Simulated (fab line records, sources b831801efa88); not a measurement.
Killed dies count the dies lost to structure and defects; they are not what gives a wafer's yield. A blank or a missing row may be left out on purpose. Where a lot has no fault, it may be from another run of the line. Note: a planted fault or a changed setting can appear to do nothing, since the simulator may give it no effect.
Struck lot and sound lot, side by side || flow sfq_line || 24 steps out of a route of 325
Sound: these wafers, L832.1, L832.2, L832.5. Wafers L840.1, L840.4, L840.5 were the ones struck. The cause comes at the end.
For every step that has rows: the tool of each side, followed by ch and its chambers, followed by its first start. Under that, the readings that differ: sound wafers || struck wafers || difference of the means || sigmas: that difference in standard deviations of wafers without a fault.
alike: readings with means less than 2 such deviations apart, plus words and numbers identical on both sides. not compared: withheld readings, readings lacking a value on some wafer, bounds such as >300 that could conceal the same value, and numbers that have no deviation in the record and whose values overlap.
Wherever a step has rows on one side only, a row that says differs or no value, or a row with sigmas, the two part there. Non-overlapping numbers with no deviation appear without sigmas and do not part them. Lack of a reading on every wafer of one side parts them only where that side has two or more wafers.

first, 6 steps without rows for these wafers: SFQ_TRILAYER_I1_VIA_LITHO_COAT_054 (resist thk 62 nm); SFQ_TRILAYER_I1_VIA_LITHO_COAT_049 (resist thk 650 nm); SFQ_TRILAYER_I1_VIA_LITHO_SOFTBAKE_053; SFQ_TRILAYER_I1_VIA_LITHO_EXPOSE_050 (exposes mask I1, target cd 500 nm); SFQ_TRILAYER_I1_VIA_LITHO_PEB_052 (peb time 60 s); SFQ_TRILAYER_I1_VIA_LITHO_DEVELOP_051 (time 60 s).
SFQ_I1_OVL_MEAS_913:
  struck on overlay-01, day 33 13:04; sound on overlay-01, day 30 16:11
  alike: I1_OVL
SFQ_TRILAYER_I1_VIA_BARC_OPEN_VIA_ETCH_071: etches BARC in O2, target depth 125 nm, time 41.7 s.
  sound on rie_diel-01 ch 0,2,3, day 30 16:13; struck on rie_diel-04 ch 0,1,2, day 33 13:06
  alike: drypump_motor_current_A, oes_product_au
  not compared: rf_hours_counter_h
SFQ_TRILAYER_I1_VIA_ETCH_VIA_ETCH_052: etches SiO2 in CHF3, stops on Nb, target depth 260 nm.
  sound on rie_diel-01 ch 0,2,3, day 30 16:16; struck on rie_diel-04 ch 0,1,2, day 33 13:08
  alike: drypump_motor_current_A, oes_product_au
SFQ_TRILAYER_I1_VIA_STRIP_STRIP_053: strips in O2.
  sound on rie_metal-04 ch 0,1, day 30 16:23; struck on rie_metal-04 ch 0, day 33 13:15
  alike: drypump_motor_current_A, oes_product_au
  not compared: rf_hours_counter_h
then, 2 steps without rows for these wafers: SFQ_TRILAYER_I1_VIA_STRIP_SOLV_CLEAN_054 (cleans in NMP, time 600 s); SFQ_TRILAYER_M2_DEP_PRE_CLEAN_056 (time 22.5 s).
SFQ_TRILAYER_M2_DEP_SPUTTER_055: material Nb, target thk 200 nm, time 133.3 s.
  struck on pvd_sputter-05, day 33 14:19; sound on pvd_sputter-03, day 30 17:11
  alike: throttle_valve_pct
SFQ_M2_RS_MEAS_914: measurement is done with a four-point probe.
  struck on film_metro-01, day 33 14:24; sound on film_metro-02, day 30 17:16
{"reading": "M2_NB_RS (ohm/sq)", "sound": "0.871 0.886 0.874", "struck": "0.448 0.444 0.445", "difference": -0.431, "sigmas": -36}
then, 6 steps without rows for these wafers: SFQ_TRILAYER_M2_LITHO_COAT_062 (resist thk 62 nm); SFQ_TRILAYER_M2_LITHO_COAT_057 (resist thk 600 nm); SFQ_TRILAYER_M2_LITHO_SOFTBAKE_061; SFQ_TRILAYER_M2_LITHO_EXPOSE_058 (exposes mask M2, target cd 500 nm); SFQ_TRILAYER_M2_LITHO_PEB_060 (peb time 60 s); SFQ_TRILAYER_M2_LITHO_DEVELOP_059 (time 60 s).
-- the record jumps here: 6 days lie between the struck wafers' starts before and after --
SFQ_M2_OVL_MEAS_916:
  struck on overlay-01, day 39 21:14; sound on overlay-02, day 37 02:37
  alike: M2_OVL
SFQ_TRILAYER_M2_BARC_OPEN_METAL_ETCH_077: etches BARC in O2, target depth 125 nm, time 41.7 s.
  sound on rie_metal-02 ch 1, day 37 02:39; struck on rie_metal-02 ch 0,1, day 39 21:16
  alike: drypump_motor_current_A, oes_product_au
  not compared: rf_hours_counter_h
SFQ_TRILAYER_M2_ETCH_METAL_ETCH_060: etches Nb in Cl2/Ar, stops on SiO2, target depth 240 nm, time 120 s.
  sound on rie_metal-02 ch 1, day 37 02:46; struck on rie_metal-02 ch 0,1, day 39 21:20
{"reading": "oes_product_au (a.u.)", "sound": "0.908 0.895 0.904", "struck": "1.007 1.001 1.004", "difference": "+0.102", "sigmas": "+12"}
{"reading": "model.M2.feature_depth_nm (nm)", "sound": "204.3 200.9 203", "struck": "240.5 238.3 242.3", "difference": "+37.6", "sigmas": ""}
{"reading": "model.etch.depth_nm (nm)", "sound": "204.3 200.9 203", "struck": "240.5 238.3 242.3", "difference": "+37.6", "sigmas": ""}
  alike: drypump_motor_current_A
  not compared: rf_hours_counter_h
SFQ_TRILAYER_M2_STRIP_STRIP_061: strips in O2.
  sound on rie_metal-02 ch 1, day 37 03:01; struck on rie_metal-02 ch 0,1, day 39 21:27
  alike: drypump_motor_current_A, oes_product_au
  not compared: rf_hours_counter_h

WHERE THEY PART
Earliest at SFQ_M2_RS_MEAS_914; latest, in this record, at SFQ_TRILAYER_M2_ETCH_METAL_ETCH_060. Later steps at which nothing parts them and some readings are alike: SFQ_TRILAYER_M2_STRIP_STRIP_061.

WHY: the cause the simulator had injected
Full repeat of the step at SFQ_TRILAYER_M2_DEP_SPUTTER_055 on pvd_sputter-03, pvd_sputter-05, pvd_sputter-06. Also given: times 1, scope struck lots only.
